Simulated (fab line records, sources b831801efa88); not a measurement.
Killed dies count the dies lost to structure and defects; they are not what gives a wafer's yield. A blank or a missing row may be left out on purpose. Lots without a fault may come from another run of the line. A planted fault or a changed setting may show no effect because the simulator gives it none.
fab line records -- flow sky130 -- part 1 of 2: steps 1 to 25 of 34
[record] lots = 5, wafers = 15, lastDay = 49
route steps=708 shown METAL1@446 VIA1@458
lots that met no fault: from a run of the same line without faults
startH: the number of hours between the record's first day and the start of the first shown wafer of the lot -- waitH: hours from the lot's prior step to this one -- " identical to the entry in the row above -- L1.1+2: one row covering several wafers at once -- - value missing, or start not given -- * or withheld: withheld -- < > ~ a bound
route shown NAME@n: NAME is a module with steps in the file, n the number in the route of the first one -- usual: mean/standard deviation of fault-free wafers -- same: alike in all rows -- chamber/n: place in a boat -- sites: per-site readings -- _std_site: how widely they spread, as a standard deviation -- _edge_site: the outer-site mean with the inner-site mean subtracted -- radiusMm: for every site, how far away it sits from the centre of the wafer -- mask NAME#n: copy n -- behind: the tool/chamber that last shaped the wafer -- hold: the reason the lot was held/the length of the hold in hours/how it ended -- device: names the non-switching transistor (n, p or np) -- end of line: the tests these same wafers got at the end of their route -- step lacking rows: just its recipe -- killed: not the wafer's yield, but the dies lost to structure and defects at the first sort -- map: a wafer's dies, marking killed ones x, the rest . and places with no die _
set.NAME: the run value of the setting; set.NAME@STEP: its run value at that earlier step -- model.NAME: the simulator's own value behind a step, which no gauge read
a table for each step, a row for each wafer; lots at some steps of the route
services: from which hour (startH, from the record's first day; less than 0 if before it) a tool's chamber was out of use, for how many hours, and why
[[steps]]
[step SKY_METAL1_EXPOSE_12]
[recipe] maskId = MM1, na = 0.8, sourceShape = annular, sigmaInner = 0.55, sigmaOuter = 0.85, targetCdNm = 140, doseMj = 28
[usual] stageVelMmS = 500.01/0.26
lot.wafer,tool,chamber,startH,waitH,mask,stageVelMmS
L078.1,krfScanner-02,0,-,-,MM1#0,499.93
L078.2,krfScanner-02,0,-,-,MM1#0,500.13
L078.5,krfScanner-02,0,-,-,MM1#0,499.79
L079.3,krfScanner-02,0,-,-,MM1#0,500.50
L079.5,krfScanner-02,0,-,-,MM1#0,500.47
L079.6,krfScanner-02,0,-,-,MM1#0,500.18
L080.1,krfScanner-01,0,-,-,MM1#0,500.29
L080.2,krfScanner-01,0,-,-,MM1#0,500.34
L080.6,krfScanner-01,0,-,-,MM1#0,500.64
L085.1,krfScanner-02,0,-,-,MM1#0,499.86
L085.2,krfScanner-02,0,-,-,MM1#0,500.06
L085.6,krfScanner-02,0,-,-,MM1#0,499.77
L092.1,krfScanner-02,0,-,-,MM1#0,500.07
L092.2,krfScanner-02,0,-,-,MM1#0,499.82
L092.3,krfScanner-02,0,-,-,MM1#0,500.35
[step SKY_METAL1_PEB_13]
[recipe] pebTempC = withheld, pebTimeS = withheld, resist = KrF-thick
[usual] chillPlateTempC = *
lot.wafer,tool,chamber,startH,waitH,chillPlateTempC
L078.1,lithoTrack-02,0,-,-,*
L078.2,lithoTrack-02,0,-,-,*
L078.5,lithoTrack-02,0,-,-,*
L079.3,lithoTrack-02,0,-,-,*
L079.5,lithoTrack-02,0,-,-,*
L079.6,lithoTrack-02,0,-,-,*
L080.1,lithoTrack-04,0,-,-,*
L080.2,lithoTrack-04,0,-,-,*
L080.6,lithoTrack-04,0,-,-,*
L085.1,lithoTrack-03,0,-,-,*
L085.2,lithoTrack-03,0,-,-,*
L085.6,lithoTrack-03,0,-,-,*
L092.1,lithoTrack-02,0,-,-,*
L092.2,lithoTrack-02,0,-,-,*
L092.3,lithoTrack-02,0,-,-,*
[step SKY_METAL1_DEVELOP_14]
[recipe] developTimeS = 60, resist = KrF-thick, devTempC = 21
[usual] chillPlateTempC = 22.99/0.11
lot.wafer,tool,chamber,startH,waitH,chillPlateTempC
L078.1,lithoTrack-02,0,-,-,23.06
L078.2,lithoTrack-02,0,-,-,23.00
L078.5,lithoTrack-02,0,-,-,23.08
L079.3,lithoTrack-02,0,-,-,22.87
L079.5,lithoTrack-02,0,-,-,22.88
L079.6,lithoTrack-02,0,-,-,22.88
L080.1,lithoTrack-04,0,-,-,22.94
L080.2,lithoTrack-04,0,-,-,23.03
L080.6,lithoTrack-04,0,-,-,23.08
L085.1,lithoTrack-03,0,-,-,23.16
L085.2,lithoTrack-03,0,-,-,23.21
L085.6,lithoTrack-03,0,-,-,23.07
L092.1,lithoTrack-02,0,-,-,22.94
L092.2,lithoTrack-02,0,-,-,22.84
L092.3,lithoTrack-02,0,-,-,23.01
[step SKY_METAL1_CD_MEAS_15]
[recipe] targetCdNm = 140
[usual] cdNm = 139.4/1.6
lot.wafer,tool,chamber,startH,waitH,cdNm
L078.1,cdSem-01,-,792.69,-,139.5
L078.2,cdSem-01,-,792.69,-,139.1
L078.5,cdSem-01,-,792.69,-,140.3
L079.3,cdSem-02,-,801.08,-,139.9
L079.5,cdSem-02,-,801.08,-,142.0
L079.6,cdSem-02,-,801.08,-,142.1
L080.1,cdSem-02,-,805.28,-,134.5
L080.2,cdSem-02,-,805.28,-,135.2
L080.6,cdSem-02,-,805.28,-,135.5
L085.1,cdSem-01,-,844.44,-,138.2
L085.2,cdSem-01,-,844.44,-,138.1
L085.6,cdSem-01,-,844.44,-,139.9
L092.1,cdSem-02,-,894.54,-,137.8
L092.2,cdSem-02,-,894.54,-,136.3
L092.3,cdSem-02,-,894.54,-,136.9
[step SKY_METAL1_OVL_MEAS_16]
[usual] METAL1_OVL = 1/6
lot.wafer,tool,chamber,startH,waitH,METAL1_OVL[nm]
L078.1,overlay-01,-,792.81,0.1,6
L078.2,overlay-01,-,792.81,0.1,6
L078.5,overlay-01,-,792.81,0.1,4
L079.3,overlay-01,-,801.17,0.1,11
L079.5,overlay-01,-,801.17,0.1,15
L079.6,overlay-01,-,801.17,0.1,10
L080.1,overlay-02,-,805.40,0.1,-5
L080.2,overlay-02,-,805.40,0.1,-2
L080.6,overlay-02,-,805.40,0.1,0
L085.1,overlay-02,-,844.56,0.1,5
L085.2,overlay-02,-,844.56,0.1,-1
L085.6,overlay-02,-,844.56,0.1,5
L092.1,overlay-02,-,894.66,0.1,-1
L092.2,overlay-02,-,894.66,0.1,7
L092.3,overlay-02,-,894.66,0.1,-2
[step SKY_METAL1_DESCUM_17]
[recipe] chemistry = O2, sourcePowerW = 150, biasPowerW = 0, pressureMtorr = 10, tempC = 40, timeS = 8
[usual] drypumpMotorCurrentA = 5.73/0.3, oesProductAu = 0.996/0.0083
lot.wafer,tool,chamber,startH,waitH,drypumpMotorCurrentA,oesProductAu,rfHoursCounterH
L078.1,rieMetal-01,1,792.84,0.0,5.57,0.995,7
L078.2,rieMetal-01,0,792.84,0.0,5.38,1.005,12
L078.5,rieMetal-01,0,792.84,0.0,5.40,0.993,-
L079.3,rieMetal-02,0,801.20,0.0,6.00,1.005,-
L079.5,rieMetal-02,1,801.20,0.0,6.29,1.001,-
L079.6,rieMetal-02,0,801.20,0.0,6.02,1.001,-
L080.1,rieMetal-04,1,805.44,0.0,5.75,0.990,7
L080.2,rieMetal-04,0,805.44,0.0,5.57,1.010,14
L080.6,rieMetal-04,0,805.44,0.0,5.56,0.991,-
L085.1,rieMetal-01,0,844.59,0.0,5.38,1.008,14
L085.2,rieMetal-01,1,844.59,0.0,5.56,0.999,9
L085.6,rieMetal-01,1,844.59,0.0,5.55,1.006,-
L092.1,rieMetal-02,0,894.69,0.0,6.02,0.993,11
L092.2,rieMetal-02,1,894.69,0.0,6.28,0.988,10
L092.3,rieMetal-02,0,894.69,0.0,6.01,1.003,-
[step SKY_METAL1_ETCH_18]
[recipe] chemistry = N2/H2, target = BARC, ionEnergyEv = 200, biasW = 100, pressureMtorr = 30, n2FlowSccm = 100, h2FlowSccm = 200, icpW = 500, stopOn = SiO2, timeS = 45.9, targetDepthA = 600
[usual] drypumpMotorCurrentA = 5.74/0.3, oesProductAu = 0.855/0.0043, throttleValvePct = 13.225/0.0094
lot.wafer,tool,chamber,startH,waitH,drypumpMotorCurrentA,oesProductAu,rfHoursCounterH,throttleValvePct
L078.1,rieMetal-01,1,792.88,0.0,5.60,0.853,7,13.204
L078.2,rieMetal-01,0,792.88,0.0,5.40,0.857,12,13.212
L078.5,rieMetal-01,0,792.88,0.0,5.38,0.852,-,13.215
L079.3,rieMetal-02,0,801.25,0.0,6.01,0.850,-,13.216
L079.5,rieMetal-02,1,801.25,0.0,6.29,0.854,-,13.231
L079.6,rieMetal-02,0,801.25,0.0,6.03,0.857,-,13.251
L080.1,rieMetal-04,1,805.47,0.0,5.71,0.868,7,13.228
L080.2,rieMetal-04,0,805.47,0.0,5.58,0.853,14,13.216
L080.6,rieMetal-04,0,805.47,0.0,5.58,0.860,-,13.232
L085.1,rieMetal-01,0,844.62,0.0,5.38,0.863,14,13.208
L085.2,rieMetal-01,1,844.62,0.0,5.58,0.850,9,13.237
L085.6,rieMetal-01,1,844.62,0.0,5.60,0.851,-,13.235
L092.1,rieMetal-02,0,894.73,0.0,6.01,0.854,11,13.220
L092.2,rieMetal-02,1,894.73,0.0,6.30,0.859,10,13.223
L092.3,rieMetal-02,0,894.73,0.0,6.01,0.854,-,13.211
[step SKY_METAL1_METAL_ETCH_19]
[recipe] targetDepthA = 3600, stopOn = SiO2, overEtchFrac = 0.3, timeS = 78, chemistry = Cl2/BCl3, resistSidewallDeg = 88, pressureMtorr = 10, icpW = 900, biasW = 48.5, Cl2_flow_sccm = 60, bcl3FlowSccm = 30
[usual] drypumpMotorCurrentA = 5.7/0.3, oesProductAu = 0.855/0.0053, throttleValvePct = 22.265/0.0089
[same] overEtchFrac = 0.3
lot.wafer,tool,chamber,startH,waitH,drypumpMotorCurrentA,oesProductAu,rfHoursCounterH,throttleValvePct
L078.1,rieMetal-01,1,792.94,0.0,5.6,0.857,7,22.266
L078.2,rieMetal-01,0,792.94,0.0,5.4,0.845,12,22.279
L078.5,rieMetal-01,0,792.94,0.0,5.4,0.857,-,22.276
L079.3,rieMetal-02,0,801.32,0.1,6.0,0.859,-,22.271
L079.5,rieMetal-02,1,801.32,0.1,6.3,0.856,-,22.259
L079.6,rieMetal-02,0,801.32,0.1,6.0,0.855,-,22.259
L080.1,rieMetal-04,1,805.53,0.0,5.7,0.863,7,22.271
L080.2,rieMetal-04,0,805.53,0.0,5.6,0.856,14,22.255
L080.6,rieMetal-04,0,805.53,0.0,5.6,0.852,-,22.260
L085.1,rieMetal-01,0,844.69,0.0,5.4,0.858,14,22.274
L085.2,rieMetal-01,1,844.69,0.0,5.6,0.857,9,22.287
L085.6,rieMetal-01,1,844.69,0.0,5.6,0.856,-,22.277
L092.1,rieMetal-02,0,894.79,0.0,6.0,0.852,11,22.248
L092.2,rieMetal-02,1,894.79,0.0,6.3,0.850,10,22.262
L092.3,rieMetal-02,0,894.79,0.0,6.0,0.847,-,22.275
[step SKY_METAL1_STRIP_20]
[recipe] chemistry = O2/N2, powerW = 1400, pressureMtorr = 1500, platenTempC = withheld, o2FlowSccm = 3000, n2FlowSccm = 300, overashFraction = 0.5
[usual] drypumpMotorCurrentA = 5.8/0.33, oesProductAu = 0.343/0.0049, stripTimeToEndpointS = 2.71/0.033
lot.wafer,tool,chamber,startH,waitH,drypumpMotorCurrentA,oesProductAu,rfHoursCounterH,stripTimeToEndpointS
L078.1,plasmaAsher-01,1,793.03,0.1,6.1,0.338,69,2.69
L078.2,plasmaAsher-01,0,793.03,0.1,5.5,0.341,69,2.67
L078.5,plasmaAsher-01,0,793.03,0.1,5.6,0.343,-,2.65
L079.3,plasmaAsher-01,1,801.41,0.1,6.1,0.341,-,2.72
L079.5,plasmaAsher-01,1,801.41,0.1,6.1,0.357,-,2.74
L079.6,plasmaAsher-01,0,801.41,0.1,5.5,0.338,-,2.72
L080.1,plasmaAsher-01,1,805.62,0.1,6.1,0.350,70,2.75
L080.2,plasmaAsher-01,0,805.62,0.1,5.5,0.344,70,2.75
L080.6,plasmaAsher-01,0,805.62,0.1,5.5,0.336,-,2.75
L085.1,plasmaAsher-02,1,844.78,0.1,5.9,0.336,42,2.67
L085.2,plasmaAsher-02,0,844.78,0.1,5.6,0.346,42,2.70
L085.6,plasmaAsher-02,0,844.78,0.1,5.6,0.343,-,2.72
L092.1,plasmaAsher-01,0,894.88,0.1,5.5,0.337,80,2.69
L092.2,plasmaAsher-01,1,894.88,0.1,6.1,0.351,80,2.75
L092.3,plasmaAsher-01,1,894.88,0.1,6.2,0.341,-,2.70
[step SKY_METAL1_STRIP_21]
[recipe] chemistry = postEtchResidueRemover, timeS = 1200, tempC = 72.5
lot.wafer,tool,chamber,startH,waitH
L078.1+2+5,wetBench-01,1,793.13,0.1
L079.3+5+6,wetBench-04,1,801.48,0.0
L080.1+2+6,wetBench-03,3,805.72,0.1
L085.1+2+6,wetBench-01,3,844.88,0.1
L092.1+2+3,wetBench-01,3,894.98,0.1
[step SKY_METAL1_CLEAN_22]
[recipe] chemistry = IPA, timeS = 180, tempC = 25
lot.wafer,tool,chamber,startH,waitH
L078.1+2+5,wetBench-04,2,793.50,0.0
L079.3+5+6,wetBench-01,2,801.82,0.0
L080.1+2+6,wetBench-01,3,806.06,0.0
L085.1+2+6,wetBench-03,2,845.25,0.0
L092.1+2+3,wetBench-03,1,895.32,0.0
[step SKY_METAL1_CLEAN_23]
[recipe] chemistry = O3/DIW, dry = n2Spin
lot.wafer,tool,chamber,startH,waitH
L078.1+2+5,wetBench-01,0,793.57,0.0
L079.3+5+6,wetBench-03,0,801.88,0.0
L080.1+2+6,wetBench-03,2,806.12,0.0
L085.1+2+6,wetBench-04,1,845.31,0.0
L092.1+2+3,wetBench-01,3,895.38,0.0
[step SKY_VIA1_HDPCVD_00]
[recipe] material = SiO2, targetThkNm = 1030, sigmaOpenFrac = 0.3, timeS = 171.7, tempC = 400, sih4FlowSccm = 60, pressureMtorr = 6
[usual] susceptorTempC = 399.99/0.22
lot.wafer,tool,chamber,startH,waitH,susceptorTempC
L078.1,hdpcvd-01,2,793.67,0.0,400.30
L078.2,hdpcvd-01,0,793.67,0.0,399.79
L078.5,hdpcvd-01,0,793.67,0.0,399.94
L079.3,hdpcvd-01,1,801.98,0.0,399.81
L079.5,hdpcvd-01,2,801.98,0.0,400.09
L079.6,hdpcvd-01,0,801.98,0.0,400.04
L080.1,hdpcvd-01,1,806.21,0.0,400.17
L080.2,hdpcvd-01,0,806.21,0.0,399.72
L080.6,hdpcvd-01,2,806.21,0.0,399.75
L085.1,hdpcvd-02,2,845.40,0.0,400.49
L085.2,hdpcvd-02,1,845.40,0.0,400.07
L085.6,hdpcvd-02,0,845.40,0.0,399.65
L092.1,hdpcvd-02,2,895.47,0.0,400.03
L092.2,hdpcvd-02,0,895.47,0.0,400.12
L092.3,hdpcvd-02,1,895.47,0.0,400.31
[step SKY_VIA1_THK_MEAS_01]
[recipe] reads = SiO2_of_VIA1_HDPCVD_00
[usual] VIA1_HDPCVD_THK = 1029/14
lot.wafer,tool,chamber,startH,waitH,VIA1_HDPCVD_THK[nm]
L078.1,filmMetro-03,-,793.78,0.1,1025
L078.2,filmMetro-03,-,793.78,0.1,1028
L078.5,filmMetro-03,-,793.78,0.1,1039
L079.3,filmMetro-02,-,802.11,0.1,1024
L079.5,filmMetro-02,-,802.11,0.1,1008
L079.6,filmMetro-02,-,802.11,0.1,1014
L080.1,filmMetro-01,-,806.33,0.1,1017
L080.2,filmMetro-01,-,806.33,0.1,1019
L080.6,filmMetro-01,-,806.33,0.1,1007
L085.1,filmMetro-02,-,845.51,0.1,1039
L085.2,filmMetro-02,-,845.51,0.1,1047
L085.6,filmMetro-02,-,845.51,0.1,1052
L092.1,filmMetro-01,-,895.58,0.1,1034
L092.2,filmMetro-01,-,895.58,0.1,1055
L092.3,filmMetro-01,-,895.58,0.1,1040
[step SKY_VIA1_CMP_02]
[recipe] material = SiO2, downForcePsi = 4, platenRpm = 60, padVelocityMS = 0.94248
[usual] headPressurePsi = 4.000/0.0086, motorCurrentA = 12.0/1.2, slurryFlowMlMin = 149.9/0.42
lot.wafer,tool,chamber,startH,waitH,headPressurePsi,motorCurrentA,slurryFlowMlMin
L078.2,cmp-02,0,793.89,0.1,4.005,13.5,150.2
L078.1,cmp-02,1,793.89,0.1,3.992,12.3,149.4
L078.5,cmp-02,0,793.89,0.1,4.009,12.7,149.9
L079.3,cmp-01,2,802.20,0.1,4.011,11.1,149.9
L079.5,cmp-01,1,802.20,0.1,3.995,13.6,149.5
L079.6,cmp-01,2,802.20,0.1,4.010,11.3,149.9
L080.2,cmp-01,0,806.44,0.1,4.017,10.3,150.1
L080.1,cmp-01,1,806.44,0.1,4.001,14.0,150.0
L080.6,cmp-01,0,806.44,0.1,4.013,10.6,149.2
L085.1,cmp-01,3,845.62,0.1,4.021,10.3,149.9
L085.2,cmp-01,1,845.62,0.1,4.005,13.6,150.2
L085.6,cmp-01,3,845.62,0.1,4.004,11.2,150.1
L092.2,cmp-02,2,895.64,0.0,3.991,11.3,150.4
L092.1,cmp-02,3,895.64,0.0,3.998,12.6,149.7
L092.3,cmp-02,1,895.64,0.0,4.005,12.4,150.5
[step SKY_VIA1_BOW_MEAS_03]
[recipe] mode = bow
[usual] VIA1_BOW = 79/6.8
lot.wafer,tool,chamber,startH,waitH,VIA1_BOW[um]
L078.1,filmMetro-01,-,794.14,0.1,80
L078.2,filmMetro-01,-,794.14,0.1,81
L078.5,filmMetro-01,-,794.14,0.1,89
L079.3,filmMetro-02,-,802.49,0.2,90
L079.5,filmMetro-02,-,802.49,0.2,81
L079.6,filmMetro-02,-,802.49,0.2,72
L080.1,filmMetro-02,-,806.69,0.1,69
L080.2,filmMetro-02,-,806.69,0.1,78
L080.6,filmMetro-02,-,806.69,0.1,61
L085.1,filmMetro-02,-,845.87,0.2,79
L085.2,filmMetro-02,-,845.87,0.2,70
L085.6,filmMetro-02,-,845.87,0.2,78
L092.1,filmMetro-03,-,895.94,0.2,67
L092.2,filmMetro-03,-,895.94,0.2,72
L092.3,filmMetro-03,-,895.94,0.2,70
[step SKY_VIA1_DEHYDRATE_04]
[recipe] tempC = 200, timeS = 60
[usual] chillPlateTempC = 22.99/0.11, heaterPowerTotalW = 160.38/0.12
lot.wafer,tool,chamber,startH,waitH,chillPlateTempC,heaterPowerTotalW
L078.1,lithoTrack-02,0,806.69,12.5,23.11,160.37
L078.2,lithoTrack-02,0,806.69,12.5,23.08,160.31
L078.5,lithoTrack-02,0,806.69,12.5,23.01,160.28
L079.3,lithoTrack-04,0,815.03,12.5,22.90,160.53
L079.5,lithoTrack-04,0,815.03,12.5,23.01,160.29
L079.6,lithoTrack-04,0,815.03,12.5,22.98,160.39
L080.1,lithoTrack-01,0,818.63,11.9,23.05,160.59
L080.2,lithoTrack-01,0,818.63,11.9,22.94,160.35
L080.6,lithoTrack-01,0,818.63,11.9,22.79,160.36
L085.1,lithoTrack-01,0,858.58,12.7,22.91,160.37
L085.2,lithoTrack-01,0,858.58,12.7,22.88,160.33
L085.6,lithoTrack-01,0,858.58,12.7,22.79,160.51
L092.1,lithoTrack-01,0,908.88,12.9,23.07,160.26
L092.2,lithoTrack-01,0,908.88,12.9,23.08,160.14
L092.3,lithoTrack-01,0,908.88,12.9,23.00,160.48
[step SKY_VIA1_HMDS_05]
[recipe] primeTimeS = 60, primeTempC = 120
[usual] chillPlateTempC = 22.99/0.1
lot.wafer,tool,chamber,startH,waitH,chillPlateTempC
L078.1,lithoTrack-02,0,806.84,0.1,22.93
L078.2,lithoTrack-02,0,806.84,0.1,22.80
L078.5,lithoTrack-02,0,806.84,0.1,22.95
L079.3,lithoTrack-04,0,815.18,0.1,22.78
L079.5,lithoTrack-04,0,815.18,0.1,22.89
L079.6,lithoTrack-04,0,815.18,0.1,23.05
L080.1,lithoTrack-01,0,818.78,0.1,23.07
L080.2,lithoTrack-01,0,818.78,0.1,23.09
L080.6,lithoTrack-01,0,818.78,0.1,23.05
L085.1,lithoTrack-01,0,858.73,0.1,22.78
L085.2,lithoTrack-01,0,858.73,0.1,22.99
L085.6,lithoTrack-01,0,858.73,0.1,22.85
L092.1,lithoTrack-01,0,909.03,0.1,22.95
L092.2,lithoTrack-01,0,909.03,0.1,22.90
L092.3,lithoTrack-01,0,909.03,0.1,22.84
[step SKY_VIA1_COAT_06]
[recipe] resist = BARC, tempC = withheld, timeS = withheld, spinRpm = 3000, resistThkNm = 60
[usual] chillPlateTempC = *
lot.wafer,tool,chamber,startH,waitH,chillPlateTempC
L078.1,lithoTrack-02,0,806.99,0.1,*
L078.2,lithoTrack-02,0,806.99,0.1,*
L078.5,lithoTrack-02,0,806.99,0.1,*
L079.3,lithoTrack-04,0,815.33,0.1,*
L079.5,lithoTrack-04,0,815.33,0.1,*
L079.6,lithoTrack-04,0,815.33,0.1,*
L080.1,lithoTrack-01,0,818.93,0.1,*
L080.2,lithoTrack-01,0,818.93,0.1,*
L080.6,lithoTrack-01,0,818.93,0.1,*
L085.1,lithoTrack-01,0,858.88,0.1,*
L085.2,lithoTrack-01,0,858.88,0.1,*
L085.6,lithoTrack-01,0,858.88,0.1,*
L092.1,lithoTrack-01,0,909.18,0.1,*
L092.2,lithoTrack-01,0,909.18,0.1,*
L092.3,lithoTrack-01,0,909.18,0.1,*
[step SKY_VIA1_COAT_07]
[recipe] resist = KrF-thick, spinRpm = 3000, resistThkNm = 450
[usual] chillPlateTempC = 22.98/0.11
lot.wafer,tool,chamber,startH,waitH,chillPlateTempC
L078.1,lithoTrack-02,0,-,-,22.97
L078.2,lithoTrack-02,0,-,-,22.94
L078.5,lithoTrack-02,0,-,-,23.03
L079.3,lithoTrack-04,0,-,-,23.10
L079.5,lithoTrack-04,0,-,-,23.01
L079.6,lithoTrack-04,0,-,-,23.05
L080.1,lithoTrack-01,0,-,-,22.90
L080.2,lithoTrack-01,0,-,-,23.05
L080.6,lithoTrack-01,0,-,-,22.90
L085.1,lithoTrack-01,0,-,-,22.96
L085.2,lithoTrack-01,0,-,-,23.11
L085.6,lithoTrack-01,0,-,-,22.93
L092.1,lithoTrack-01,0,-,-,23.10
L092.2,lithoTrack-01,0,-,-,23.02
L092.3,lithoTrack-01,0,-,-,22.79
[step SKY_VIA1_SOFTBAKE_08]
[recipe] tempC = 100, timeS = 90, resist = KrF-thick
[usual] chillPlateTempC = 22.99/0.11, heaterPowerTotalW = 57.35/0.11
lot.wafer,tool,chamber,startH,waitH,chillPlateTempC,heaterPowerTotalW
L078.1,lithoTrack-02,0,-,-,23.18,57.20
L078.2,lithoTrack-02,0,-,-,23.07,57.29
L078.5,lithoTrack-02,0,-,-,23.01,57.27
L079.3,lithoTrack-04,0,-,-,23.16,57.22
L079.5,lithoTrack-04,0,-,-,22.89,57.49
L079.6,lithoTrack-04,0,-,-,23.08,57.37
L080.1,lithoTrack-01,0,-,-,22.88,57.27
L080.2,lithoTrack-01,0,-,-,22.84,57.20
L080.6,lithoTrack-01,0,-,-,23.07,57.21
L085.1,lithoTrack-01,0,-,-,23.07,57.28
L085.2,lithoTrack-01,0,-,-,23.14,57.32
L085.6,lithoTrack-01,0,-,-,23.20,57.08
L092.1,lithoTrack-01,0,-,-,22.74,57.18
L092.2,lithoTrack-01,0,-,-,22.81,57.33
L092.3,lithoTrack-01,0,-,-,22.80,57.28
[step SKY_VIA1_EXPOSE_09]
[recipe] maskId = VIM, na = 0.8, sourceShape = annular, sigmaInner = 0.55, sigmaOuter = 0.85, targetCdNm = 150, doseMj = 38
[usual] stageVelMmS = 499.98/0.22
lot.wafer,tool,chamber,startH,waitH,mask,stageVelMmS
L078.1,krfScanner-01,0,-,-,VIM#0,499.89
L078.2,krfScanner-01,0,-,-,VIM#0,499.98
L078.5,krfScanner-01,0,-,-,VIM#0,500.00
L079.3,krfScanner-01,0,-,-,VIM#0,500.45
L079.5,krfScanner-01,0,-,-,VIM#0,500.36
L079.6,krfScanner-01,0,-,-,VIM#0,500.28
L080.1,krfScanner-02,0,-,-,VIM#0,500.16
L080.2,krfScanner-02,0,-,-,VIM#0,500.21
L080.6,krfScanner-02,0,-,-,VIM#0,500.01
L085.1,krfScanner-01,0,-,-,VIM#0,499.74
L085.2,krfScanner-01,0,-,-,VIM#0,499.98
L085.6,krfScanner-01,0,-,-,VIM#0,499.81
L092.1,krfScanner-02,0,-,-,VIM#0,500.19
L092.2,krfScanner-02,0,-,-,VIM#0,500.12
L092.3,krfScanner-02,0,-,-,VIM#0,500.02
[step SKY_VIA1_PEB_10]
[recipe] pebTempC = withheld, pebTimeS = withheld, resist = KrF-thick
[usual] chillPlateTempC = *
lot.wafer,tool,chamber,startH,waitH,chillPlateTempC
L078.1,lithoTrack-02,0,-,-,*
L078.2,lithoTrack-02,0,-,-,*
L078.5,lithoTrack-02,0,-,-,*
L079.3,lithoTrack-01,0,-,-,*
L079.5,lithoTrack-01,0,-,-,*
L079.6,lithoTrack-01,0,-,-,*
L080.1,lithoTrack-01,0,-,-,*
L080.2,lithoTrack-01,0,-,-,*
L080.6,lithoTrack-01,0,-,-,*
L085.1,lithoTrack-02,0,-,-,*
L085.2,lithoTrack-02,0,-,-,*
L085.6,lithoTrack-02,0,-,-,*
L092.1,lithoTrack-01,0,-,-,*
L092.2,lithoTrack-01,0,-,-,*
L092.3,lithoTrack-01,0,-,-,*
[step SKY_VIA1_DEVELOP_11]
[recipe] developTimeS = 60, resist = KrF-thick, devTempC = 21
[usual] chillPlateTempC = 23.00/0.093
lot.wafer,tool,chamber,startH,waitH,chillPlateTempC
L078.1,lithoTrack-02,0,-,-,22.86
L078.2,lithoTrack-02,0,-,-,22.89
L078.5,lithoTrack-02,0,-,-,22.93
L079.3,lithoTrack-01,0,-,-,22.91
L079.5,lithoTrack-01,0,-,-,22.91
L079.6,lithoTrack-01,0,-,-,22.85
L080.1,lithoTrack-01,0,-,-,23.06
L080.2,lithoTrack-01,0,-,-,23.02
L080.6,lithoTrack-01,0,-,-,22.77
L085.1,lithoTrack-02,0,-,-,23.05
L085.2,lithoTrack-02,0,-,-,23.03
L085.6,lithoTrack-02,0,-,-,23.06
L092.1,lithoTrack-01,0,-,-,22.95
L092.2,lithoTrack-01,0,-,-,22.91
L092.3,lithoTrack-01,0,-,-,23.09
[step SKY_VIA1_CD_MEAS_12]
[recipe] targetCdNm = 150
[usual] cdNm = 150.7/1.8
lot.wafer,tool,chamber,startH,waitH,cdNm
L078.1,cdSem-01,-,820.44,-,150.8
L078.2,cdSem-01,-,820.44,-,151.7
L078.5,cdSem-01,-,820.44,-,150.3
L079.3,cdSem-02,-,829.37,-,147.7
L079.5,cdSem-02,-,829.37,-,151.2
L079.6,cdSem-02,-,829.37,-,150.4
L080.1,cdSem-02,-,832.73,-,148.2
L080.2,cdSem-02,-,832.73,-,149.6
L080.6,cdSem-02,-,832.73,-,152.1
L085.1,cdSem-01,-,872.29,-,152.8
L085.2,cdSem-01,-,872.29,-,152.3
L085.6,cdSem-01,-,872.29,-,154.7
L092.1,cdSem-02,-,921.48,-,148.6
L092.2,cdSem-02,-,921.48,-,149.1
L092.3,cdSem-02,-,921.48,-,149.5
